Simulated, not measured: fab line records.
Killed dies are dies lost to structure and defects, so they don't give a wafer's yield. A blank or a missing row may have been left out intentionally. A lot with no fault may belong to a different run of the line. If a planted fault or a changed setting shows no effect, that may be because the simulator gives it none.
Which of the tools did it? :: flow sfq-line :: 14 lots, 42 wafers sampled, at 2 steps of a route of 325

## WHAT THE GAUGES READ, wafer by wafer
SFQ_JJ_OVL_MEAS_931.
lot: L693
measured: day 43 05:32
on: overlay-02
J5_OVL (nm): -7 -9 -4

lot: L694
measured: day 43 06:43
on: overlay-02
J5_OVL (nm): 3 3 2

lot: L695
measured: day 47 02:29
on: overlay-01
J5_OVL (nm): -2 -9 -7

lot: L696
measured: day 47 03:41
on: overlay-01
J5_OVL (nm): -3 -3 -6

lot: L697
measured: day 47 04:54
on: overlay-01
J5_OVL (nm): -4 0 -10

lot: L698
measured: day 47 06:06
on: overlay-01
J5_OVL (nm): -1 1 -2

lot: L699
measured: day 51 07:01
on: overlay-02
J5_OVL (nm): -2 -6 -5

lot: L700
measured: day 51 23:40
on: overlay-02
J5_OVL (nm): 5 1 0

lot: L701
measured: day 52 17:35
on: overlay-02
J5_OVL (nm): -6 -1 -1

lot: L702
measured: day 53 09:01
on: overlay-02
J5_OVL (nm): -4 -5 -8

lot: L703
measured: day 53 18:33
on: overlay-01
J5_OVL (nm): 124 119 127

lot: L704
measured: day 54 02:18
on: overlay-02
J5_OVL (nm): 121 121 119

lot: L713
measured: day 58 04:45
on: overlay-02
J5_OVL (nm): -6 -1 1

lot: L714
measured: day 58 06:03
on: overlay-02
J5_OVL (nm): -1 -9 -6

## EACH LOT AND THE TOOL THAT RAN IT (in order: tool; ch and the chambers of the sampled wafers; start)
lot: L693
SFQ_TRILAYER_JJ_CE_LITHO_EXPOSE_115: krf-scanner-01 ch 0, day 43 04:37

lot: L694
SFQ_TRILAYER_JJ_CE_LITHO_EXPOSE_115: krf-scanner-01 ch 0, day 43 05:13

lot: L695
SFQ_TRILAYER_JJ_CE_LITHO_EXPOSE_115: krf-scanner-01 ch 0, day 47 00:59

lot: L696
SFQ_TRILAYER_JJ_CE_LITHO_EXPOSE_115: krf-scanner-01 ch 0, day 47 02:11

lot: L697
SFQ_TRILAYER_JJ_CE_LITHO_EXPOSE_115: krf-scanner-01 ch 0, day 47 03:47

lot: L698
SFQ_TRILAYER_JJ_CE_LITHO_EXPOSE_115: krf-scanner-01 ch 0, day 47 04:59

lot: L699
SFQ_TRILAYER_JJ_CE_LITHO_EXPOSE_115: krf-scanner-02 ch 0, day 51 05:31

lot: L700
SFQ_TRILAYER_JJ_CE_LITHO_EXPOSE_115: krf-scanner-02 ch 0, day 51 22:10

lot: L701
SFQ_TRILAYER_JJ_CE_LITHO_EXPOSE_115: krf-scanner-02 ch 0, day 52 16:17

lot: L702
SFQ_TRILAYER_JJ_CE_LITHO_EXPOSE_115: krf-scanner-02 ch 0, day 53 07:31

lot: L703
SFQ_TRILAYER_JJ_CE_LITHO_EXPOSE_115: krf-scanner-02 ch 0, day 53 17:03

lot: L704
SFQ_TRILAYER_JJ_CE_LITHO_EXPOSE_115: krf-scanner-02 ch 0, day 54 01:00

lot: L713
SFQ_TRILAYER_JJ_CE_LITHO_EXPOSE_115: krf-scanner-01 ch 0, day 58 03:15

lot: L714
SFQ_TRILAYER_JJ_CE_LITHO_EXPOSE_115: krf-scanner-01 ch 0, day 58 04:39
- SFQ_TRILAYER_JJ_CE_LITHO_EXPOSE_115: exposes mask J5, target cd 700 nm.

## AS READ BY THE TOOLS THEMSELVES (means over the sampled wafers that have a number; for cases with no such wafer, the mark the record gives instead)
The record holds no such reading with a usual standard deviation.

## THE ANSWER, worked out from the rows above alone
Rule: the usual values come from the lots themselves. Put in order of their means at a reading, lots are off if they are a third of the lots or fewer, leave a main group of 4 or more, and stand apart from it by a gap of 3 or more times the standard deviation of the main group's means; of several such gaps the widest counts. The tables above print the reading to a certain number of digits; a main group whose means all agree to those digits is not used. A lot without any number at a reading at which 4 lots or more have one is off too. Where the step has rows for the other lots, those lots are counted as sound. First the gauges in route order, then the tools' own readings, where a lot's mean is used as printed above. The first step at which some lot is off is used, and at that step the reading that is off furthest; a lot without a number counts as furthest.
Off: L703, L704, seen at SFQ_JJ_OVL_MEAS_931 (J5_OVL). Main group: mean -3 nm, sd 2.9.
If a tool, at a process step before that reading, ran all the lots that are off and no sound lot after the first of them, it fits. Gauges at SFQ_JJ_OVL_MEAS_931: tried the same way as those tools. One fits: krf-scanner-02 at SFQ_TRILAYER_JJ_CE_LITHO_EXPOSE_115. A fault onset in the window from L702 (day 53 07:31, its last sound lot) to L703 (day 53 17:03, its first lot off) fits.

## WHAT HAD BEEN PUT IN BY THE SIMULATOR
Scanner matching overlay: krf-scanner-02, from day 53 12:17 on, at SFQ_TRILAYER_JJ_CE_LITHO_EXPOSE_115. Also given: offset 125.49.
Struck lots among those shown: L703, L704. Same finding as the rule above.
